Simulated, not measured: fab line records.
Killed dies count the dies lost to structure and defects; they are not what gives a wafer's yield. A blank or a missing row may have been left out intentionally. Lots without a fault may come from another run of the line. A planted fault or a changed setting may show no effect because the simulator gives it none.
2 desks looking at one fault | flow gf180mcu | each desk has only its own numbers; what lay behind them comes last

== TOOL OWNER'S DESK, implanter-01 ==
The tool's own readings at GF_VT_IMPLANT_IMPLANT_19, given as means over the sampled wafers that have a number, one for each lot that went through this tool. If a lot's mean is further than 4 standard deviations from the usual mean, the lot is out of limits and carries the mark OUT (the distance appears in the brackets).
Columns: A = beam on s at GF_VT_IMPLANT_IMPLANT_19, usual 9.99 s; B = tilt deg at GF_VT_IMPLANT_IMPLANT_19, usual 6.999 degrees
lot  | first seen here | A     | B
L674 | day 6 18:07     | 10.13 | 6.974
L675 | day 6 21:52     | 10.09 | 6.972
L682 | day 8 21:02     | 10.18 | 6.990
L683 | day 9 03:50     | 9.96  | 6.991
L684 | day 9 06:05     | 10.02 | 7.016
L687 | day 10 05:25    | 9.97  | 0.006 (-99 or more) OUT
L689 | day 10 22:40    | 9.95  | 0.001 (-99 or more) OUT
Finding of this desk: L687, L689 out of limits; the first was L687 at day 10 05:25, on tilt deg at GF_VT_IMPLANT_IMPLANT_19. In limits: L674, L675, L682, L683, L684.

== THE METROLOGY DESK ==
Lot by lot, what the gauges showed, no matter which tool ran the lot: averages of those sampled wafers that carry a number. If a lot's mean is further than 4 standard deviations from the usual mean, the lot is out of limits and carries the mark OUT (the distance appears in the brackets).
Columns: A = VT_IMPLANT_OVL at GF_VT_IMPLANT_OVL_MEAS_07, usual 1.7 nm; B = VT_IMPLANT_2_TW at GF_VT_IMPLANT_TW_MEAS_21, usual 1205
lot  | first seen here | A    | B
L674 | day 6 03:07     | 0.9  | 1201
L675 | day 6 06:43     | 2.9  | 1212
L678 | day 7 03:10     | 1.6  | 1217
L679 | day 7 09:15     | -1.6 | 1213
L680 | day 7 16:16     | 1.5  | 1203
L681 | day 7 21:20     | 1.6  | 1201
L682 | day 8 04:33     | 1.5  | 1192
L683 | day 8 10:12     | 3.2  | 1194
L684 | day 8 13:04     | 1.8  | 1197
L685 | day 9 00:28     | 2.0  | 1195
L687 | day 9 11:25     | 1.0  | 1067 (-13) OUT
L689 | day 10 04:18    | 2.0  | 1086 (-11) OUT
Per this desk, out of limits: L687, L689; the first was L687, day 10 05:39 (VT_IMPLANT_2_TW at GF_VT_IMPLANT_TW_MEAS_21). In limits: L674, L675, L678, L679, L680, L681, L682, L683, L684, L685.

== PUT TOGETHER ==
The tool owner's desk could have raised an alarm at day 10 05:25, on L687, L689.
L687, L689 would have let the metrology desk raise an alarm at day 10 05:39.
Every lot named ran GF_VT_IMPLANT_IMPLANT_19 on implanter-01.

== WHAT THE SIMULATOR PUT IN ==
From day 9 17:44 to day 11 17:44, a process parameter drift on implanter-01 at GF_VT_IMPLANT_IMPLANT_19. A move of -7 in setting tilt deg, from 7. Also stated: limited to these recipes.
Shown lots that were struck: L687, L689.
Hours from the fault's start to each desk's first reading out of limits: the tool owner's desk, 12; the metrology desk, 12.
